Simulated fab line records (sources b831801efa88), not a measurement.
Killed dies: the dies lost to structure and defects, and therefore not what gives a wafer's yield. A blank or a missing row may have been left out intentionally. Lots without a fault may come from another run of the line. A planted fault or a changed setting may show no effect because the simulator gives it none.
Matching of chambers / flow sky130 / cmp-01 running SKY_VIA1_CMP_02: 4 sister chambers
The step polishes SiO2. 27 wafers are shown with their chamber, then 12 later ones without.

WAFERS, EACH WITH ITS CHAMBER
wafer=L075.1; chamber=1; motorCurrentA (A)=10.5; platenRpm (rpm)=59.97; slurryFlowMlMin=150.3
wafer=L075.2; chamber=3; motorCurrentA (A)=11.4; platenRpm (rpm)=60.04; slurryFlowMlMin=149.6
wafer=L075.3; chamber=0; motorCurrentA (A)=11.9; platenRpm (rpm)=59.95; slurryFlowMlMin=150.6
wafer=L076.3; chamber=2; motorCurrentA (A)=12.2; platenRpm (rpm)=59.89; slurryFlowMlMin=149.9
wafer=L076.4; chamber=3; motorCurrentA (A)=11.1; platenRpm (rpm)=59.99; slurryFlowMlMin=150.6
wafer=L076.5; chamber=3; motorCurrentA (A)=11.2; platenRpm (rpm)=59.97; slurryFlowMlMin=150.3
wafer=L079.1; chamber=3; motorCurrentA (A)=12.7; platenRpm (rpm)=60.07; slurryFlowMlMin=149.3
wafer=L079.2; chamber=1; motorCurrentA (A)=10.6; platenRpm (rpm)=59.96; slurryFlowMlMin=150.4
wafer=L079.3; chamber=2; motorCurrentA (A)=12.4; platenRpm (rpm)=59.99; slurryFlowMlMin=150.1
wafer=L082.1; chamber=0; motorCurrentA (A)=11.3; platenRpm (rpm)=59.96; slurryFlowMlMin=150.2
wafer=L082.4; chamber=3; motorCurrentA (A)=12.1; platenRpm (rpm)=60.06; slurryFlowMlMin=150.1
wafer=L082.6; chamber=1; motorCurrentA (A)=9.9; platenRpm (rpm)=59.95; slurryFlowMlMin=150.5
wafer=L085.1; chamber=3; motorCurrentA (A)=12.1; platenRpm (rpm)=59.97; slurryFlowMlMin=149.8
wafer=L085.4; chamber=1; motorCurrentA (A)=10.1; platenRpm (rpm)=59.98; slurryFlowMlMin=150.4
wafer=L085.6; chamber=0; motorCurrentA (A)=12.5; platenRpm (rpm)=60.00; slurryFlowMlMin=150.4
wafer=L083.1; chamber=0; motorCurrentA (A)=12.2; platenRpm (rpm)=59.96; slurryFlowMlMin=150.0
wafer=L083.3; chamber=2; motorCurrentA (A)=12.3; platenRpm (rpm)=59.99; slurryFlowMlMin=150.1
wafer=L083.5; chamber=2; motorCurrentA (A)=12.4; platenRpm (rpm)=59.98; slurryFlowMlMin=149.4
wafer=L086.2; chamber=2; motorCurrentA (A)=12.8; platenRpm (rpm)=60.02; slurryFlowMlMin=150.1
wafer=L086.3; chamber=0; motorCurrentA (A)=12.3; platenRpm (rpm)=59.99; slurryFlowMlMin=149.5
wafer=L086.6; chamber=3; motorCurrentA (A)=11.8; platenRpm (rpm)=60.05; slurryFlowMlMin=150.9
wafer=L087.3; chamber=2; motorCurrentA (A)=11.9; platenRpm (rpm)=59.99; slurryFlowMlMin=150.6
wafer=L087.4; chamber=1; motorCurrentA (A)=10.0; platenRpm (rpm)=60.04; slurryFlowMlMin=149.7
wafer=L087.6; chamber=2; motorCurrentA (A)=12.4; platenRpm (rpm)=60.00; slurryFlowMlMin=150.4
wafer=L088.2; chamber=3; motorCurrentA (A)=11.7; platenRpm (rpm)=59.99; slurryFlowMlMin=149.5
wafer=L088.3; chamber=1; motorCurrentA (A)=10.1; platenRpm (rpm)=60.01; slurryFlowMlMin=150.0
wafer=L088.6; chamber=3; motorCurrentA (A)=11.8; platenRpm (rpm)=59.95; slurryFlowMlMin=149.8

SIGNATURES (means of the wafers above)
reading=motorCurrentA; chamber 0=12.040; chamber 1=10.200; chamber 2=12.343; chamber 3=11.767; scatter within a chamber=0.402
reading=platenRpm; chamber 0=59.9720; chamber 1=59.9850; chamber 2=59.9800; chamber 3=60.0100; scatter within a chamber=0.0386
reading=slurryFlowMlMin; chamber 0=150.140; chamber 1=150.217; chamber 2=150.086; chamber 3=149.989; scatter within a chamber=0.432
Rule: a wafer's distance from a chamber is the root of the sum, over the readings, of the square of ((its reading less the chamber's mean) divided by the reading's scatter). The wafer belongs to the nearest chamber; if the next one is less than 2 further off, it can't be placed. The scatter: the root of (the sum of the squares of (reading less its chamber's mean) over the shown wafers, divided by (wafers less chambers)).

WAFERS WITHOUT THEIR CHAMBER
wafer=L089.4; motorCurrentA (A)=11.0; platenRpm (rpm)=60.07; slurryFlowMlMin=150.2
wafer=L089.5; motorCurrentA (A)=12.6; platenRpm (rpm)=60.02; slurryFlowMlMin=150.1
wafer=L089.6; motorCurrentA (A)=11.6; platenRpm (rpm)=59.98; slurryFlowMlMin=151.0
wafer=L092.2; motorCurrentA (A)=12.2; platenRpm (rpm)=59.95; slurryFlowMlMin=149.6
wafer=L092.3; motorCurrentA (A)=10.3; platenRpm (rpm)=60.04; slurryFlowMlMin=149.9
wafer=L092.6; motorCurrentA (A)=10.2; platenRpm (rpm)=60.03; slurryFlowMlMin=150.5
wafer=L093.1; motorCurrentA (A)=9.3; platenRpm (rpm)=59.96; slurryFlowMlMin=150.0
wafer=L093.3; motorCurrentA (A)=12.6; platenRpm (rpm)=60.04; slurryFlowMlMin=150.1
wafer=L093.4; motorCurrentA (A)=12.4; platenRpm (rpm)=59.93; slurryFlowMlMin=149.5
wafer=L095.2; motorCurrentA (A)=12.0; platenRpm (rpm)=60.09; slurryFlowMlMin=149.5
wafer=L095.4; motorCurrentA (A)=12.8; platenRpm (rpm)=59.95; slurryFlowMlMin=149.7
wafer=L095.5; motorCurrentA (A)=12.6; platenRpm (rpm)=60.01; slurryFlowMlMin=150.0

THE CHAMBER EACH PASSED THROUGH
wafer=L089.4; from the rows above=can't be placed: 3 or 1 or 0 or 2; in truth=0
wafer=L089.5; from the rows above=can't be placed: 2 or 0 or 3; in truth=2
wafer=L089.6; from the rows above=can't be placed: 0 or 3 or 2 or 1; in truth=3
wafer=L092.2; from the rows above=can't be placed: 2 or 0 or 3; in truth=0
wafer=L092.3; from the rows above=1; in truth=1
wafer=L092.6; from the rows above=1; in truth=1
wafer=L093.1; from the rows above=1; in truth=1
wafer=L093.3; from the rows above=can't be placed: 2 or 3 or 0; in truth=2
wafer=L093.4; from the rows above=can't be placed: 2 or 0 or 3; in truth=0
wafer=L095.2; from the rows above=can't be placed: 3 or 2 or 0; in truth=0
wafer=L095.4; from the rows above=can't be placed: 2 or 0 or 3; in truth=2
wafer=L095.5; from the rows above=can't be placed: 2 or 0 or 3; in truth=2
Placed correctly: 3 of 12. Unplaceable from these rows: 9, with the true chamber sitting among the candidates in 9. Placed wrongly: 0.
